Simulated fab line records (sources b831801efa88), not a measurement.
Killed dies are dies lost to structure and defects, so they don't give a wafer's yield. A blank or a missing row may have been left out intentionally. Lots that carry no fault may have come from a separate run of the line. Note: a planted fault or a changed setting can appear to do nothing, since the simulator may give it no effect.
Struck lot and sound lot, side by side + flow sky130 + 14 out of 708 route steps
Sound: these wafers, L405.3, L405.4, L405.5. Struck: wafers L413.3, L413.4, L413.6. The cause is given at the end.
Per side, at each step with rows, come the tool, then ch with its chambers, and then its first start. Under that, the readings that differ: sound wafers + struck wafers + difference of the means + sigmas: that difference in standard deviations of wafers without a fault.
alike: a reading whose means differ by less than 2 such deviations, as well as words and numbers matching on both sides. not compared: withheld readings; readings where some wafer has no value; bounds like >300 that might hide an equal value; numbers whose values overlap and for which the record gives no deviation.
The two part at a step that has a row with sigmas, a row that says differs or no value, or rows on one side only. Numbers that don't overlap but have no deviation are shown without sigmas and don't part them. Lack of a reading on every wafer of one side parts them only where that side has two or more wafers.

first, 4 steps without rows for these wafers: SKY_DNWELL_EXPOSE_04 (exposes mask DNM, target cd 3000 nm); SKY_DNWELL_PEB_05; SKY_DNWELL_DEVELOP_06 (develop time 60 s); SKY_DNWELL_IMPLANT_07.
SKY_DNWELL_STRIP_08: strips in O2/N2.
  sound on plasma_asher-02 ch 0,1, day 3 08:27; struck on plasma_asher-02 ch 0,1, day 5 05:03
  alike: drypump_motor_current_A, oes_product_au, strip_time_to_endpoint_s
  not compared: rf_hours_counter_h
SKY_DNWELL_TW_MEAS_09:
  sound: film_metro-01 at day 3 08:32; struck: film_metro-04 at day 5 05:08
  alike: DNWELL_TW
then, 6 steps without rows for these wafers: SKY_PWDE_DEHYDRATE_00 (time 60 s); SKY_PWDE_HMDS_01 (prime time 60 s); SKY_PWDE_COAT_02 (resist thk 3000 nm); SKY_PWDE_SOFTBAKE_03; SKY_PWDE_EXPOSE_04 (exposes mask PWDEM, target cd 840 nm); SKY_PWDE_PEB_05.
SKY_PWDE_DEVELOP_06: develop time 60 s.
  struck on litho_track-04, day 6 01:00; sound on litho_track-04 ch 0, day 4 02:00
  no value came back on the struck wafers for chill_plate_temp_C (C), develop_time_s (s), developer_temp_C (C); on the sound wafers chill_plate_temp_C (C) reads 22.98 23.10 23.02
SKY_PWDE_OVL_MEAS_07:
  sound: overlay-01 at day 4 02:51; struck: overlay-02 at day 6 01:33
| reading       | sound        | struck | difference                    | sigmas |
|---------------|--------------|--------|-------------------------------|--------|
| PWDE_OVL (nm) | 0.1 -0.8 0.6 | - - -  | no value on the struck wafers |        |

WHERE THEY PART
First at SKY_PWDE_DEVELOP_06; last, within this record, at SKY_PWDE_OVL_MEAS_07.

WHY: whatever the simulator had introduced
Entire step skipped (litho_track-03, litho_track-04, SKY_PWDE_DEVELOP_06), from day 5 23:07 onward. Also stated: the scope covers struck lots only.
